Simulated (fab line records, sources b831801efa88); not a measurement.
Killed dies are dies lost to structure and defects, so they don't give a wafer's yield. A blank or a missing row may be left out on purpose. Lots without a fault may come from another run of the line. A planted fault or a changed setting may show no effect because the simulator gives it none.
Which tool did it? | flow sky130 | 24 lots, 72 wafers sampled, at 5 steps of a route of 708

WHAT THE GAUGES READ, wafer by wafer
SKY_NWELL_OVL_MEAS_23.
lot  | measured     | on         | NWELL_01_OVL (nm)
L074 | day 5 07:56  | overlay-02 | -1.6 -1.6 -1.4
L075 | day 5 09:27  | overlay-01 | -1.0 -0.5 0.8
L076 | day 5 16:05  | overlay-01 | -4.3 -3.1 -1.9
L077 | day 5 22:59  | overlay-01 | 0.2 0.1 -0.6
L078 | day 6 05:35  | overlay-01 | -1.4 -2.6 -1.4
L079 | day 6 14:54  | overlay-01 | -1.7 -1.0 -2.1
L080 | day 6 19:01  | overlay-02 | -1.6 0.5 -1.7
L081 | day 7 04:32  | overlay-01 | 0.4 1.5 0.7
L082 | day 7 08:01  | overlay-01 | -0.8 -0.6 -0.6
L083 | day 7 14:56  | overlay-02 | 0.8 -0.1 1.6
L084 | day 7 19:23  | overlay-01 | -1.7 -2.4 -1.2
L085 | day 7 22:55  | overlay-01 | -0.6 1.3 -1.0
L086 | day 8 07:06  | overlay-02 | -0.1 -2.2 -0.3
L087 | day 8 15:06  | overlay-02 | 0.1 -0.4 -0.1
L088 | day 8 23:18  | overlay-02 | 1.0 3.1 1.7
L089 | day 9 02:08  | overlay-02 | -0.1 -2.0 0.5
L090 | day 9 09:34  | overlay-01 | -1.6 -0.7 -1.7
L091 | day 9 14:01  | overlay-01 | -3.0 0.5 -2.0
L092 | day 9 19:50  | overlay-02 | -0.7 0.5 1.1
L093 | day 10 01:15 | overlay-01 | -1.3 -3.6 -2.4
L094 | day 10 10:20 | overlay-01 | -1.7 -2.3 -1.8
L095 | day 10 15:32 | overlay-01 | -0.2 0.2 0.4
L097 | day 11 05:03 | overlay-02 | -2.9 -0.8 0.1
L096 | day 11 05:46 | overlay-02 | -1.1 -1.5 -0.4

SKY_LI_CONTACT_BOW_MEAS_03.
lot  | measured     | on            | LI_CONTACT_BOW (um)
L074 | day 27 22:05 | film_metro-03 | 64 64 62
L075 | day 28 00:09 | film_metro-04 | 63 50 64
L076 | day 29 03:34 | film_metro-02 | 64 59 56
L077 | day 29 03:40 | film_metro-03 | 55 54 54
L078 | day 29 04:19 | film_metro-02 | 60 76 68
L079 | day 29 16:51 | film_metro-03 | 52 52 60
L080 | day 30 00:16 | film_metro-04 | 50 55 49
L081 | day 30 14:07 | film_metro-03 | 55 65 63
L082 | day 30 17:13 | film_metro-02 | 51 51 55
L083 | day 31 06:21 | film_metro-03 | 63 56 65
L084 | day 31 17:46 | film_metro-03 | 50 48 62
L085 | day 31 17:22 | film_metro-03 | 46 48 63
L086 | day 31 23:41 | film_metro-02 | 58 59 54
L087 | day 32 17:34 | film_metro-04 | 51 61 68
L088 | day 33 00:37 | film_metro-03 | 62 58 52
L089 | day 33 13:01 | film_metro-02 | 68 61 44
L090 | day 33 13:23 | film_metro-04 | 59 65 51
L091 | day 33 19:41 | film_metro-02 | 66 68 65
L092 | day 34 01:14 | film_metro-02 | 65 64 37
L093 | day 34 05:41 | film_metro-04 | 50 55 57
L094 | day 34 13:16 | film_metro-03 | 67 71 61
L095 | day 34 22:01 | film_metro-04 | 52 54 53
L097 | day 36 03:41 | film_metro-03 | 48 62 51
L096 | day 36 03:16 | film_metro-03 | 68 61 46

SKY_METAL1_CD_MEAS_15: target cd 140 nm.
lot  | measured     | on        | cd_nm (nm)
L074 | day 32 19:14 | cd_sem-02 | 140.1 139.5 139.7
L075 | day 32 21:45 | cd_sem-01 | 139.9 138.2 140.1
L076 | day 33 22:42 | cd_sem-02 | 136.4 136.5 136.7
L077 | day 33 23:01 | cd_sem-02 | 138.7 140.4 140.4
L078 | day 34 00:17 | cd_sem-02 | 140.5 139.4 140.0
L079 | day 34 10:33 | cd_sem-02 | 138.6 138.7 138.9
L080 | day 34 18:52 | cd_sem-01 | 139.1 139.9 139.7
L081 | day 35 06:40 | cd_sem-02 | 139.7 138.7 138.7
L082 | day 35 09:02 | cd_sem-02 | 137.0 138.9 139.2
L083 | day 35 22:52 | cd_sem-01 | 139.2 138.9 139.7
L084 | day 36 08:29 | cd_sem-02 | 140.7 139.5 139.1
L085 | day 36 07:31 | cd_sem-02 | 141.4 142.0 142.8
L086 | day 36 13:46 | cd_sem-01 | 140.9 140.8 140.1
L087 | day 37 07:33 | cd_sem-02 | 138.7 139.8 138.4
L088 | day 37 14:20 | cd_sem-01 | 141.2 140.4 141.7
L089 | day 38 01:14 | cd_sem-01 | 139.2 139.7 138.5
L090 | day 38 01:37 | cd_sem-02 | 142.3 141.5 141.8
L091 | day 38 08:05 | cd_sem-02 | 137.1 137.6 137.0
L092 | day 38 14:19 | cd_sem-01 | 139.7 141.1 139.5
L093 | day 38 17:55 | cd_sem-02 | 137.8 137.9 137.3
L094 | day 39 01:10 | cd_sem-02 | 142.9 139.9 140.7
L095 | day 39 09:05 | cd_sem-01 | 139.4 139.2 138.7
L097 | day 40 14:02 | cd_sem-02 | 136.9 138.8 138.8
L096 | day 40 13:13 | cd_sem-01 | 142.4 142.1 142.5

WHICH TOOL RAN EACH LOT (tool, then ch and the chambers of the sampled wafers, then the start)
lot  | SKY_LI_CONTACT_ETCH_14             | SKY_LI_CONTACT_ETCH_15
L074 | rie_diel-04 ch 1,2, day 29 02:46   | rie_diel-04 ch 1,2, day 29 02:49
L075 | rie_diel-04 ch 0,1,2, day 29 04:43 | rie_diel-04 ch 0,1,2, day 29 04:47
L076 | rie_diel-02 ch 0,1,3, day 30 08:39 | rie_diel-02 ch 0,1,3, day 30 08:41
L077 | rie_diel-01 ch 0,1,2, day 30 08:46 | rie_diel-01 ch 0,1,2, day 30 08:49
L078 | rie_diel-04 ch 0,1,3, day 30 09:50 | rie_diel-04 ch 0,1,3, day 30 09:53
L079 | rie_diel-01 ch 0,1,3, day 30 21:32 | rie_diel-01 ch 0,1,3, day 30 21:34
L080 | rie_diel-04 ch 0,3, day 31 05:12   | rie_diel-04 ch 0,3, day 31 05:14
L081 | rie_diel-02 ch 1,3, day 31 18:16   | rie_diel-02 ch 1,3, day 31 18:19
L082 | rie_diel-02 ch 0,1, day 31 20:46   | rie_diel-02 ch 0,1, day 31 20:49
L083 | rie_diel-02 ch 0,2,3, day 32 10:52 | rie_diel-02 ch 0,2,3, day 32 10:55
L084 | rie_diel-01 ch 0,1, day 32 21:02   | rie_diel-01 ch 0,1, day 32 21:04
L085 | rie_diel-04 ch 0,1,2, day 32 19:45 | rie_diel-04 ch 0,1,2, day 32 19:47
L086 | rie_diel-02 ch 0,1, day 33 02:24   | rie_diel-02 ch 0,1, day 33 02:26
L087 | rie_diel-04 ch 2,3, day 33 20:13   | rie_diel-04 ch 2,3, day 33 20:16
L088 | rie_diel-01 ch 0,1, day 34 03:30   | rie_diel-01 ch 0,1, day 34 03:32
L089 | rie_diel-04 ch 2,3, day 34 15:35   | rie_diel-04 ch 2,3, day 34 15:37
L090 | rie_diel-01 ch 0,1,3, day 34 15:36 | rie_diel-01 ch 0,1,3, day 34 15:38
L091 | rie_diel-01 ch 0,2,3, day 34 21:42 | rie_diel-01 ch 0,2,3, day 34 21:44
L092 | rie_diel-04 ch 0,3, day 35 03:41   | rie_diel-04 ch 0,3, day 35 03:43
L093 | rie_diel-02 ch 0,1,3, day 35 08:20 | rie_diel-02 ch 0,1,3, day 35 08:22
L094 | rie_diel-01 ch 0,3, day 35 15:08   | rie_diel-01 ch 0,3, day 35 15:10
L095 | rie_diel-01 ch 0,1,3, day 36 00:26 | rie_diel-01 ch 0,1,3, day 36 00:28
L097 | rie_diel-04 ch 0,1,2, day 37 06:26 | rie_diel-04 ch 0,1,2, day 37 06:28
L096 | rie_diel-02 ch 0,2, day 37 05:26   | rie_diel-02 ch 0,2, day 37 05:28
- SKY_LI_CONTACT_ETCH_14: etches BARC in N2/H2, stops on SiO2, time 45.9 s, target depth 60 nm.
- SKY_LI_CONTACT_ETCH_15: etches PSG in C4F8/O2/Ar, stops on Si, target depth 600 nm.

WHAT THE TOOLS THEMSELVES READ (means of the sampled wafers that have a number; where no wafer has one, the mark that the record gives instead)
SKY_LI_CONTACT_ETCH_14.
lot  | tool        | drypump_motor_current_A (A) | oes_product_au (a.u.) | throttle_valve_pct (%)
L074 | rie_diel-04 | 5.6                         | 0.851                 | 13.223
L075 | rie_diel-04 | 5.4                         | 0.855                 | 13.222
L076 | rie_diel-02 | 6.0                         | 0.856                 | 13.230
L077 | rie_diel-01 | 5.5                         | 0.858                 | 13.224
L078 | rie_diel-04 | 5.5                         | 0.855                 | 13.229
L079 | rie_diel-01 | 5.5                         | 0.855                 | 13.219
L080 | rie_diel-04 | 5.4                         | 0.857                 | 13.216
L081 | rie_diel-02 | 6.5                         | 0.855                 | 13.230
L082 | rie_diel-02 | 6.3                         | 0.857                 | 13.231
L083 | rie_diel-02 | 5.8                         | 0.855                 | 13.229
L084 | rie_diel-01 | 5.6                         | 0.860                 | 13.222
L085 | rie_diel-04 | 5.4                         | 0.863                 | 13.223
L086 | rie_diel-02 | 6.3                         | 0.856                 | 13.221
L087 | rie_diel-04 | 5.0                         | 0.853                 | 13.226
L088 | rie_diel-01 | 5.4                         | 0.855                 | 13.229
L089 | rie_diel-04 | 4.9                         | 0.854                 | 13.223
L090 | rie_diel-01 | 5.5                         | 0.858                 | 13.228
L091 | rie_diel-01 | 5.7                         | 0.849                 | 13.227
L092 | rie_diel-04 | 5.2                         | 0.852                 | 13.231
L093 | rie_diel-02 | 6.1                         | 0.854                 | 13.217
L094 | rie_diel-01 | 5.8                         | 0.853                 | 13.225
L095 | rie_diel-01 | 5.5                         | 0.855                 | 13.228
L097 | rie_diel-04 | 5.4                         | 0.850                 | 13.230
L096 | rie_diel-02 | 5.7                         | 0.852                 | 13.219

SKY_LI_CONTACT_ETCH_15.
lot  | tool        | oes_product_au (a.u.)
L074 | rie_diel-04 | 0.836
L075 | rie_diel-04 | 0.837
L076 | rie_diel-02 | 0.837
L077 | rie_diel-01 | 0.837
L078 | rie_diel-04 | 0.838
L079 | rie_diel-01 | 0.835
L080 | rie_diel-04 | 0.838
L081 | rie_diel-02 | 0.835
L082 | rie_diel-02 | 0.837
L083 | rie_diel-02 | 0.834
L084 | rie_diel-01 | 0.838
L085 | rie_diel-04 | 0.837
L086 | rie_diel-02 | 0.835
L087 | rie_diel-04 | 0.837
L088 | rie_diel-01 | 0.842
L089 | rie_diel-04 | 0.836
L090 | rie_diel-01 | 0.837
L091 | rie_diel-01 | 0.834
L092 | rie_diel-04 | 0.838
L093 | rie_diel-02 | 0.833
L094 | rie_diel-01 | 0.836
L095 | rie_diel-01 | 0.839
L097 | rie_diel-04 | 0.834
L096 | rie_diel-02 | 0.836

THE ANSWER, worked out from the rows above alone
Rule: what is usual is taken from the lots themselves. Put in order of their means at a reading, lots are off if they are a third of the lots or fewer, leave a main group of 4 or more, and stand apart from it by a gap of 3 or more times the standard deviation of the main group's means; of several such gaps the widest counts. A main group whose means are all the same, to the digits that the tables above print for the reading, isn't used. A lot without any number at a reading at which 4 lots or more have one is off too. The other lots that the step has rows for count as sound. The gauges are gone through in route order, then the tools' own readings, and for those a lot's mean is taken as printed above. The first step at which some lot is off is used, and at that step the reading that is off furthest; a lot without a number counts as furthest.
No lot is off at any reading shown: from this, nothing can be told.

WHAT THE SIMULATOR HAD PUT IN
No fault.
